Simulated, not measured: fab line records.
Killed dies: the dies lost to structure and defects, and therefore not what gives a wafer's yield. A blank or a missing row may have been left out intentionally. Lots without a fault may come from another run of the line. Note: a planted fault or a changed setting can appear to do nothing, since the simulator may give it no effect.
Problem report in the 8D (eight disciplines) form, filled by code -- flow sky130 -- the parts of the form that need people (team, actions taken, sign-off) are left out

## 1. THE PROBLEM
Wafers with no fault read 6499.9 W with a standard deviation of 1.1, whereas cathodeDcPowerW at SKY_METAL3_SPUTTER_04 reads a mean of 6696.4 W on 1 wafer of 1 lot. That is +99 or more standard deviations from the usual mean.
The step: material TiN, target thk 70 nm, time 58.3 s.
First observed at day 41 11:13: wafer L163.4, on pvdSputter-04. The record holds 15 wafers of 5 lots with a number at this step. By rule, "out" or "out of limits" means more than 4 standard deviations away from the usual mean. Any other wafer with a number is counted as sound.

## 2. WHAT THIS IS AND IS NOT
question,is,is not
which readings at this step,cathodeDcPowerW,throttleValvePct
which lots,L163,"L153, L158, L164, L166"
which wafers of those lots,L163.4,"L163.2, L163.5"
read on which tools,pvdSputter-04,"pvdSputter-01, pvdSputter-03"
when,from day 41 11:13,up to then (11 sound wafers); but 3 sound wafers of L166 came after

## 3. SUSPECTS, AND WHAT RULES EACH OUT
Counting: if a tool at a process step up to the reading ran every lot that is out, it stays a suspect. Sound lots after the first of them don't rule it out here, since some wafers of a struck lot are sound.
- cvdW-01 at SKY_VIA2_CVD_21 (deposits W, target thk 420 nm, time 126.4 s): kept. L163, the lot that is out, went through it at day 41 10:25; up to then, the latest sound lot through it was L164 at day 41 07:11.
- cmp-01 at SKY_VIA2_CMP_24 (polishes, stops on SiO2, t overpolish 20 s, target thk 0 nm): kept. L163, the lot that is out, went through it at day 41 10:54; up to then, the latest sound lot through it was L153 at day 37 14:46.
- pvdSputter-04 at SKY_METAL3_SPUTTER_00 (material Ti, target thk 15 nm, time 10 s): kept. L163, the lot that is out, went through it at day 41 11:06; up to then, the latest sound lot through it was L153 at day 37 14:58.
- pvdSputter-04 at SKY_METAL3_SPUTTER_02 (material AlCu, target thk 735 nm, time 39.1 s): kept. L163, the lot that is out, went through it at day 41 11:09; up to then, the latest sound lot through it was L153 at day 37 15:01.
- pvdSputter-04 at SKY_METAL3_SPUTTER_04 (material TiN, target thk 70 nm, time 58.3 s): kept. L163, the lot that is out, went through it at day 41 11:13; up to then, the latest sound lot through it was L153 at day 37 15:04. Its own cathodeDcPowerW readings are out on those wafers.
- Within cvdW-01 at SKY_VIA2_CVD_21: the wafers that are out ran in chamber 1; their sound lot-mates ran in chamber 0.
- cmp-01, SKY_VIA2_CMP_24: wafers that are out in chamber 2, sound lot-mates in chambers 1, 3.
Left after counting: cvdW-01 at SKY_VIA2_CVD_21, cmp-01 at SKY_VIA2_CMP_24, pvdSputter-04 at SKY_METAL3_SPUTTER_00, pvdSputter-04 at SKY_METAL3_SPUTTER_02, pvdSputter-04 at SKY_METAL3_SPUTTER_04.

## 4. THE CAUSE (what the simulator had put in)
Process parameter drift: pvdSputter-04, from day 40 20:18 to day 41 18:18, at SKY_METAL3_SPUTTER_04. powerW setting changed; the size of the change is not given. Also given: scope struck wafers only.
After counting, 5 suspects remain, this tool included.

## 5. THE CHAIN OF EFFECTS, in route order
One row per reading whose mean, taken over the struck wafers that have a number, lies over 3 standard deviations from the usual. Readings are gone through only where the record gives a usual standard deviation; hours: the median, over the lots, of the time from a lot's start at the first step in this table giving one to that lot's start at this step; sigmas: the change measured in usual standard deviations.
hours,step,reading,usual,on struck wafers,change,sigmas
0,SKY_METAL3_SPUTTER_04,cathodeDcPowerW,6499.9 W,6696.4,+196.5,+99 or more
Here are the process steps it includes:
- SKY_METAL3_SPUTTER_04: material TiN, target thk 70 nm, time 58.3 s.

## 6. HOW IT WOULD HAVE BEEN CAUGHT EARLIER
In this record no reading fell out of limits until day 41 11:13, 15 hours after the fault had begun at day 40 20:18.
